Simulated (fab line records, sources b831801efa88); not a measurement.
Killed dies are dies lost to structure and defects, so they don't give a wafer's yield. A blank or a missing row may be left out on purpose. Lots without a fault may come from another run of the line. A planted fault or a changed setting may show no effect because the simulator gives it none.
fab line records | flow sky130
record lots=6 wafers=18 last_day=50
route steps=708 shown LDD_N@240 PAD_OPEN@708
lots that met no fault: from a run of the same line without faults
start_h: hours from the record's first day to the start of the lot's first wafer shown | wait_h: hours since the lot's step before | " the same as in the row above | L1.1+2: a row that stands for several wafers | - no value, or no start given | * or withheld: withheld | < > ~ a bound
route shown NAME@n: a module of which the file shows steps, and the number in the route of the first | usual: mean/standard deviation of fault-free wafers | same: alike in all rows | chamber/n: place in a boat | sites: the reading at each site | _std_site: their standard deviation | _edge_site: outer sites' mean less inner sites' | radius_mm: how far each site lies from the wafer's centre | mask NAME#n: copy n | behind: the tool/chamber that last shaped the wafer | hold: why the lot was held/for how many hours/how that ended | device: the transistor (n, p or np) that didn't switch | end of line: the same wafers' tests at the end of the route | a step without rows: its recipe alone | killed: dies lost to structure and defects at the first sort, not the wafer's yield | map: a wafer's dies, x killed, . not, _ none there
set.NAME: the setting as run; set.NAME@STEP: as run at that earlier step | model.NAME: the simulator's own value behind a step, which no gauge read
lots at some steps of the route; a table a step, a row a wafer
services: from which hour (start_h, from the record's first day; less than 0 if before it) a tool's chamber was out of use, for how many hours, and why
## steps
# step SKY_LDD_N_SOFTBAKE_03
# recipe temp_c=90 time_s=60 resist=NOVOLAK
# step SKY_LDD_N_EXPOSE_04
# recipe mask_id=NTM target_cd_nm=840 na=0.6 source_shape=conventional sigma_outer=0.6 dose_mj=110
# step SKY_LDD_N_PEB_05
# recipe temp_c=withheld time_s=* resist=NOVOLAK
# step SKY_LDD_N_DEVELOP_06
# recipe develop_time_s=60 dev_temp_c=23
# step SKY_LDD_N_OVL_MEAS_07
# usual LDD_N_OVL=-1.0/1.5
# columns lot.wafer tool chamber start_h wait_h LDD_N_OVL[nm]
L459.2 overlay-01 - 389.32 0.1 -2.2
L459.5 " - " " -1.4
L459.6 " - " " -0.7
L463.3 overlay-02 - 429.50 0.1 0.4
L463.4 " - " " 0.9
L463.6 " - " " -0.5
L468.1 overlay-02 - 475.85 0.1 -1.8
L468.3 " - " " -1.2
L468.5 " - " " -0.4
L477.1 overlay-02 - 574.67 0.1 1.8
L477.2 " - " " -0.1
L477.4 " - " " -1.5
L478.1 overlay-01 - 577.99 0.1 -1.6
L478.2 " - " " -2.6
L478.6 " - " " -2.3
L481.2 overlay-01 - 595.40 0.1 1.1
L481.4 " - " " 0.5
L481.6 " - " " 0.9
# step SKY_LDD_N_IMPLANT_08
# recipe species=As energy_kev=20 dose_cm2=7.5e+13 tilt_deg=withheld rotation_deg=23
# step SKY_LDD_N_IMPLANT_09
# recipe species=As energy_kev=20 dose_cm2=7.5e+13 tilt_deg=withheld rotation_deg=113
# step SKY_LDD_N_IMPLANT_10
# recipe species=As energy_kev=20 dose_cm2=7.5e+13 tilt_deg=withheld rotation_deg=203
# step SKY_LDD_N_IMPLANT_11
# recipe species=As energy_kev=20 dose_cm2=7.5e+13 tilt_deg=withheld rotation_deg=293
# step SKY_LDD_N_IMPLANT_12
# recipe species=BF2 energy_kev=50 dose_cm2=5e+12 tilt_deg=30 rotation_deg=0
# step SKY_LDD_N_IMPLANT_13
# recipe species=BF2 energy_kev=50 dose_cm2=5e+12 tilt_deg=30 rotation_deg=90
# step SKY_LDD_N_IMPLANT_14
# recipe species=BF2 energy_kev=50 dose_cm2=5e+12 tilt_deg=30 rotation_deg=180
# step SKY_LDD_N_IMPLANT_15
# recipe species=BF2 energy_kev=50 dose_cm2=5e+12 tilt_deg=30 rotation_deg=270
# usual dose_ions_cm2=4.999e+12/5.2e+09 faraday_current_uA=28.2/0.6
# columns lot.wafer tool chamber start_h wait_h dose_ions_cm2 faraday_current_uA
L459.2 implanter-01 0 390.43 0.1 5.001e+12 28.5
L459.5 " 0 " " 5e+12 27.8
L459.6 " 0 " " 4.991e+12 28.4
L463.3 implanter-03 0 430.63 0.1 5.001e+12 27.5
L463.4 " 0 " " 5.004e+12 28.5
L463.6 " 0 " " 5.003e+12 29.0
L468.1 implanter-03 0 476.93 0.1 5.002e+12 27.3
L468.3 " 0 " " 5e+12 28.6
L468.5 " 0 " " 5.006e+12 27.4
L477.1 implanter-03 0 575.75 0.1 8.724e+12 49.6
L477.2 " 0 " " 8.71e+12 50.6
L477.4 " 0 " " 8.729e+12 49.3
L478.1 implanter-03 0 579.08 0.1 8.731e+12 48.8
L478.2 " 0 " " 8.724e+12 48.3
L478.6 " 0 " " 8.72e+12 49.0
L481.2 implanter-04 0 596.51 0.1 4.998e+12 28.1
L481.4 " 0 " " 5e+12 27.8
L481.6 " 0 " " 5.001e+12 28.3
# step SKY_LDD_N_STRIP_16
# recipe chemistry=O2/N2 power_w=1400 pressure_mtorr=1500 platen_temp_c=withheld o2_flow_sccm=3000 n2_flow_sccm=300 overash_fraction=0.5
# usual chamber_pressure_mTorr=1499.9/1.4 drypump_motor_current_A=5.6/0.32 oes_product_au=0.407/0.0047 strip_time_to_endpoint_s=4.325/0.017
# columns lot.wafer tool chamber start_h wait_h chamber_pressure_mTorr drypump_motor_current_A oes_product_au rf_hours_counter_h strip_time_to_endpoint_s
L459.2 plasma_asher-04 1 390.55 0.1 1499.1 5.3 0.413 59 4.356
L459.5 " 1 " " 1500.6 5.3 0.422 - 4.341
L459.6 " 0 " " 1499.4 5.4 0.408 - 4.319
L463.3 plasma_asher-04 0 430.76 0.1 1500.0 5.3 0.416 - 4.355
L463.4 " 1 " " 1500.3 5.3 0.410 - 4.364
L463.6 " 0 " " 1500.0 5.3 0.406 - 4.345
L468.1 plasma_asher-03 0 477.08 0.1 1498.9 6.1 0.412 4 4.312
L468.3 " 0 " " 1501.0 6.0 0.406 - 4.314
L468.5 " 1 " " 1501.1 5.3 0.410 - 4.330
L477.1 plasma_asher-02 1 575.90 0.1 1498.5 5.9 0.406 46 4.368
L477.2 " 0 " " 1499.0 5.8 0.406 46 4.340
L477.4 " 1 " " 1500.9 6.0 0.414 - 4.362
L478.1 plasma_asher-02 1 579.23 0.1 1500.1 5.9 0.410 46 4.348
L478.2 " 0 " " 1499.1 5.8 0.402 46 4.359
L478.6 " 1 " " 1498.9 6.0 0.409 - 4.352
L481.2 plasma_asher-03 0 596.63 0.1 1498.5 6.0 0.404 16 4.296
L481.4 " 1 " " 1500.0 5.3 0.400 - 4.319
L481.6 " 1 " " 1500.2 5.3 0.399 - 4.317
# step SKY_PAD_OPEN_PROBE_99
# usual killed_at_M0_to_M3=44/7.2 killed_at_M4_up=3.1/1.7 killed_at_contacts=24/5.2 killed_at_front_end=15/4.1 killed_at_other=0.3/0.61 killed_dies=87/10 killed_open=48/7.5 killed_short=39/6.6
# same gross_dies=492 killed_at_back_side=0
# columns lot.wafer tool chamber start_h wait_h killed_at_M0_to_M3 killed_at_M4_up killed_at_contacts killed_at_front_end killed_at_other killed_dies killed_open killed_short model.etest.nfet_01v8_turned.drive_ua_um model.etest.tip_n.rs_ohm_sq model.etest.nfet_01v8_turned.vt_sat_v model.etest.nfet_01v8_turned.vt_v model.etest.nfet_01v8_lvt.vt_sat_v model.etest.nfet_01v8_swapped.vt_sat_v model.etest.nfet_01v8.vt_sat_v model.etest.nfet_01v8_lvt.vt_v
L459.2 prober-01 - 1064.01 0.1 56 3 22 14 3 98 60 36 476 433.4 0.6698 0.7112 0.554 0.6653 0.6676 0.6175
L459.5 prober-01 - 1064.16 0.2 41 3 30 11 0 85 37 46 496.3 438.5 0.6592 0.7048 0.5485 0.6614 0.6602 0.6142
L459.6 prober-01 - 1064.21 0.2 43 3 31 13 1 91 44 46 497.1 433.2 0.6564 0.7058 0.5412 0.6582 0.6531 0.6164
L463.3 prober-01 - 1096.47 0.2 43 1 23 14 0 81 42 38 507 446.8 0.6473 0.7003 0.5303 0.6498 0.6429 0.6128
L463.4 prober-01 - 1096.52 0.2 46 2 14 9 0 71 32 39 497.9 447.6 0.6567 0.7072 0.5365 0.6551 0.6533 0.6128
L463.6 prober-01 - 1096.62 0.2 39 4 27 9 0 79 45 34 501.2 443.5 0.6511 0.7055 0.5325 0.6537 0.6477 0.6135
L468.1 prober-02 - 1125.56 0.1 56 5 26 12 1 100 58 41 492.9 443.1 0.6603 0.713 0.5446 0.6561 0.6591 0.6222
L468.3 prober-02 - 1125.66 0.2 53 3 25 14 2 97 57 38 504 442.1 0.6481 0.7037 0.5343 0.6483 0.6488 0.61
L468.5 prober-02 - 1125.76 0.2 46 4 19 19 2 90 52 38 492.2 445 0.6586 0.7096 0.5411 0.6611 0.66 0.6173
L477.1 prober-01 - 1182.70 0.1 34 1 27 17 1 80 45 35 468.4 452.9 0.7093 0.732 0.5777 0.6791 0.6746 0.6386
L477.2 prober-01 - 1182.75 0.1 35 2 31 20 0 88 47 39 483.4 450.3 0.6987 0.7245 0.5606 0.6673 0.6635 0.6278
L477.4 prober-01 - 1182.85 0.2 33 2 16 16 0 67 36 31 478.8 451.7 0.7052 0.7311 0.5696 0.6737 0.671 0.6322
L478.1 prober-02 - 1186.64 0.1 56 3 34 8 0 101 64 37 478.2 447.4 0.7004 0.7262 0.5615 0.6717 0.6644 0.6258
L478.2 prober-02 - 1186.69 0.1 40 6 24 17 0 87 54 33 480.9 453.8 0.6963 0.7252 0.5527 0.6673 0.6599 0.6217
L478.6 prober-02 - 1186.89 0.2 59 1 21 13 0 94 49 45 466.8 447.7 0.7133 0.7353 0.5682 0.6779 0.6733 0.6316
L481.2 prober-01 - 1197.64 0.1 43 2 27 18 1 91 40 50 489.5 444.1 0.6512 0.6978 0.5484 0.6563 0.6568 0.6123
L481.4 prober-01 - 1197.74 0.2 42 4 24 18 0 88 47 41 493.7 442.5 0.6564 0.7016 0.5485 0.6538 0.6545 0.6114
L481.6 prober-01 - 1197.84 0.2 44 1 17 21 1 84 49 35 498.9 443.1 0.652 0.6992 0.5448 0.6513 0.6541 0.6063
# killed by level:class
L459.2 VIA1:geometric_particle:open=16 CONTACT:geometric_particle:open=10 VIA3:geometric_particle:open=10 VIA2:geometric_particle:open=7 CONTACT:geometric_particle:short=6 METAL2:geometric_particle:short=6 FIELD_ISO:geometric_particle:short=5 METAL1:geometric_particle:short=4
L459.5 VIA1:geometric_particle:open=11 METAL1:geometric_particle:short=7 LI_CONTACT:geometric_particle:short=7 CONTACT:geometric_particle:open=7 LI_CONTACT:geometric_particle:open=6 VIA1:geometric_particle:short=6 LOCAL_INTERCONNECT:geometric_particle:short=5 CONTACT:geometric_particle:short=5
L459.6 CONTACT:geometric_particle:open=10 METAL1:geometric_particle:short=10 VIA1:geometric_particle:open=10 CONTACT:geometric_particle:short=9 VIA1:geometric_particle:short=6 LI_CONTACT:geometric_particle:open=5 VIA3:geometric_particle:open=5 FIELD_ISO:geometric_particle:short=4
L463.3 CONTACT:geometric_particle:open=10 METAL2:geometric_particle:short=9 VIA3:geometric_particle:open=9 LI_CONTACT:geometric_particle:open=6 METAL1:geometric_particle:short=6 VIA1:geometric_particle:short=5 VIA1:geometric_particle:open=5 LOCAL_INTERCONNECT:geometric_particle:short=4
L463.4 VIA1:geometric_particle:open=9 METAL1:geometric_particle:short=7 LOCAL_INTERCONNECT:geometric_particle:short=5 VIA2:geometric_particle:open=5 CONTACT:geometric_particle:open=5 VIA1:geometric_particle:short=4 METAL2:geometric_particle:short=4 VIA2:geometric_particle:short=4
L463.6 VIA3:geometric_particle:open=10 VIA1:geometric_particle:open=9 LI_CONTACT:geometric_particle:open=7 CONTACT:geometric_particle:open=7 CONTACT:geometric_particle:short=7 METAL1:geometric_particle:short=5 VIA3:geometric_particle:short=4 POLY_GATE:geometric_particle:open=3
L468.1 VIA1:geometric_particle:open=16 CONTACT:geometric_particle:open=11 VIA2:geometric_particle:open=11 VIA1:geometric_particle:short=7 METAL2:geometric_particle:short=7 LOCAL_INTERCONNECT:geometric_particle:short=6 LI_CONTACT:geometric_particle:open=5 FIELD_ISO:geometric_particle:short=3
L468.3 VIA1:geometric_particle:open=12 VIA2:geometric_particle:open=10 CONTACT:geometric_particle:open=8 LI_CONTACT:geometric_particle:open=7 METAL1:geometric_particle:short=7 FIELD_ISO:geometric_particle:open=6 VIA3:geometric_particle:open=6 LOCAL_INTERCONNECT:geometric_particle:short=5
L468.5 VIA1:geometric_particle:open=16 FIELD_ISO:geometric_particle:open=7 METAL2:geometric_particle:short=6 VIA2:geometric_particle:open=6 FIELD_ISO:geometric_particle:short=5 CONTACT:geometric_particle:open=5 POLY_GATE:geometric_particle:open=4 LI_CONTACT:geometric_particle:short=4
L477.1 LI_CONTACT:geometric_particle:open=8 VIA1:geometric_particle:open=8 CONTACT:geometric_particle:open=7 POLY_GATE:geometric_particle:open=6 LI_CONTACT:geometric_particle:short=6 FIELD_ISO:geometric_particle:open=5 METAL1:geometric_particle:short=5 METAL2:geometric_particle:short=4
L477.2 CONTACT:geometric_particle:open=16 METAL2:geometric_particle:short=9 VIA1:geometric_particle:open=8 POLY_GATE:geometric_particle:short=7 VIA3:geometric_particle:open=5 FIELD_ISO:geometric_particle:short=4 LI_CONTACT:geometric_particle:open=4 CONTACT:geometric_particle:short=4
L477.4 VIA3:geometric_particle:open=9 CONTACT:geometric_particle:open=8 FIELD_ISO:geometric_particle:short=7 METAL2:geometric_particle:short=5 FIELD_ISO:geometric_particle:open=4 POLY_GATE:geometric_particle:short=4 VIA3:geometric_particle:short=4 LI_CONTACT:geometric_particle:open=4
L478.1 VIA1:geometric_particle:open=18 CONTACT:geometric_particle:open=15 VIA3:geometric_particle:open=8 LI_CONTACT:geometric_particle:open=6 METAL1:geometric_particle:short=6 VIA2:geometric_particle:open=6 LI_CONTACT:geometric_particle:short=5 CONTACT:geometric_particle:short=5
L478.2 VIA1:geometric_particle:open=11 CONTACT:geometric_particle:open=10 VIA2:geometric_particle:open=8 VIA1:geometric_particle:short=6 VIA3:geometric_particle:open=6 FIELD_ISO:geometric_particle:open=4 SPACER:geometric_particle:open=4 LI_CONTACT:geometric_particle:short=4
L478.6 VIA1:geometric_particle:open=15 LI_CONTACT:geometric_particle:open=10 VIA3:geometric_particle:open=9 VIA1:geometric_particle:short=7 METAL1:geometric_particle:short=6 METAL2:geometric_particle:short=6 LOCAL_INTERCONNECT:geometric_particle:short=5 VIA2:geometric_particle:open=5
L481.2 METAL1:geometric_particle:short=10 CONTACT:geometric_particle:open=8 LI_CONTACT:geometric_particle:open=7 LOCAL_INTERCONNECT:geometric_particle:short=6 VIA1:geometric_particle:open=6 VIA1:geometric_particle:short=6 METAL2:geometric_particle:short=6 VIA3:geometric_particle:open=5
L481.4 VIA2:geometric_particle:open=9 VIA1:geometric_particle:open=8 LI_CONTACT:geometric_particle:open=6 VIA3:geometric_particle:open=6 LOCAL_INTERCONNECT:geometric_particle:short=5 CONTACT:geometric_particle:open=5 VIA1:geometric_particle:short=5 METAL2:geometric_particle:short=5
L481.6 VIA1:geometric_particle:open=8 POLY_GATE:geometric_particle:short=7 LI_CONTACT:geometric_particle:open=7 METAL2:geometric_particle:short=6 VIA3:geometric_particle:open=6 CONTACT:geometric_particle:open=5 VIA2:geometric_particle:short=5 FIELD_ISO:geometric_particle:open=4
## services
# columns tool chamber start_h hours kind
implanter-04 - 374.63 12.0 repair
implanter-03 - 383.51 1.2 repair
implanter-04 - 395.24 1.2 repair
plasma_asher-03 - 421.25 9.0 pm
plasma_asher-03 0 421.25 9.0 vent_cycle
plasma_asher-03 1 421.25 9.0 vent_cycle
plasma_asher-04 - 425.99 0.6 repair
implanter-04 - 426.68 3.9 repair
plasma_asher-03 0 430.25 - clean
plasma_asher-03 1 430.25 - clean
implanter-04 - 441.20 0.8 repair
plasma_asher-03 - 477.49 1.9 repair
implanter-03 - 480.61 4.3 pm
plasma_asher-04 - 518.61 0.8 repair
plasma_asher-04 - 535.12 7.9 repair
implanter-03 - 550.34 2.9 pm
plasma_asher-02 - 563.80 0.5 repair
implanter-04 - 592.62 0.7 repair
## key
first_sign step=SKY_LDD_N_IMPLANT_15 reading=dose_ions_cm2 direction=up sigmas=99+ usual=* struck=*
effect step=SKY_LDD_N_IMPLANT_15 reading=faraday_current_uA direction=up sigmas=35 usual=28.2 struck=49.3
model_effect step=SKY_PAD_OPEN_PROBE_99 value=etest.nfet_01v8_turned.drive_ua_um without=498.2 struck=476.1
met_at SKY_LDD_N_IMPLANT_15
struck_wafers L477.1,L477.2,L477.4,L478.1,L478.2,L478.6
tester_left_out L477,L478
onset_between 476.93 575.75
fault kind=process_parameter_drift tool=implanter-03 chamber=- onset_h=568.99 steps=SKY_LDD_N_IMPLANT_15 channel=dose_cm2 offset=* shape=step end_h=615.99 acts_in=* stated=*
# tester_left_out: of these lots the tester's yield and bins aren't shown, on N5 and GAA mostly nor the transistor test; their killed dies are dies lost to structure and defects alone, not to doping, threshold or leakage, so they don't give the yield
